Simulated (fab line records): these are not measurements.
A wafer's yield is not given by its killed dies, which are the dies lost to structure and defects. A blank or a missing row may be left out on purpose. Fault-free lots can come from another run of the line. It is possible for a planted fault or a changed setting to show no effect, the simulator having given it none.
A single fault, viewed from 2 desks -- flow gf180mcu -- each desk holds nothing but its own numbers, with what lay behind them at the end

METROLOGY DESK
What the gauges read, lot by lot, whatever tool the lot ran on: means of the sampled wafers that have a number. A lot is out of limits, marked OUT, if its mean lies more than 4 standard deviations from the usual mean; the brackets give that distance.
Columns: A = SALICIDE_TIN_RS at GF_SALICIDE_RS_MEAS_04, usual 16.3 ohm/sq; B = CONTACT_CVD_00_THK at GF_CONTACT_THK_MEAS_01, usual 300 nm
lot,first seen here,A,B
L124,day 15 14:27,16.6,296
L125,day 15 23:33,16.5,298
L126,day 16 04:07,16.4,301
L127,day 16 15:41,16.2,296
L129,day 17 16:23,16.5,294
L130,day 17 19:56,16.1,301
L132,day 18 13:23,16.7,306
L138,day 20 14:22,16.5,300
L139,day 20 23:13,16.4,200 (-25) OUT
L140,day 21 04:53,16.2,255 (-11) OUT
L144,day 22 13:06,16.7,299
L146,day 23 07:26,16.2,296
Finding of this desk: L139, L140 out of limits, first seen on L139 at day 20 23:44 (CONTACT_CVD_00_THK at GF_CONTACT_THK_MEAS_01). L124, L125, L126, L127, L129, L130, L132, L138, L144, L146 stayed within limits.

THE TOOL OWNER'S DESK: hdpcvd-01
The tool's own readings at GF_CONTACT_CVD_00 (deposits SiO2, target thk 300 nm, time 50 s): means of the sampled wafers that have a number, for each lot that ran on this tool. A lot is out of limits, marked OUT, if its mean lies more than 4 standard deviations from the usual mean; the brackets give that distance.
Columns: A = sih4 flow sccm at GF_CONTACT_CVD_00, usual 59.96 sccm
lot,first seen here,A
L124,day 15 14:54,59.72
L125,day 16 00:01,60.01
L130,day 17 20:22,59.87
L132,day 18 13:49,59.89
L138,day 20 14:49,60.00
L139,day 20 23:41,39.88 (-99 or more) OUT
L140,day 21 05:20,50.09 (-66) OUT
Finding of this desk: L139, L140 out of limits; the first was L139 at day 20 23:41, on sih4 flow sccm at GF_CONTACT_CVD_00. L124, L125, L130, L132, L138 stayed within limits.

PUT TOGETHER
At day 20 23:41, on L139, L140, the tool owner's desk was in a position to raise an alarm.
At day 20 23:44 the metrology desk could have sounded an alarm, on L139, L140.
Every lot named ran GF_CONTACT_CVD_00 on hdpcvd-01.

WHAT HAD BEEN PUT IN BY THE SIMULATOR
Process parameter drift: hdpcvd-01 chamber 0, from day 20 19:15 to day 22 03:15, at GF_CONTACT_CVD_00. A move of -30 in setting sih4 flow sccm, from 60. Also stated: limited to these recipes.
Shown lots that were struck: L139, L140.
Fault start to first reading out of limits, in hours, per desk: tool owner, 4; metrology, 4.
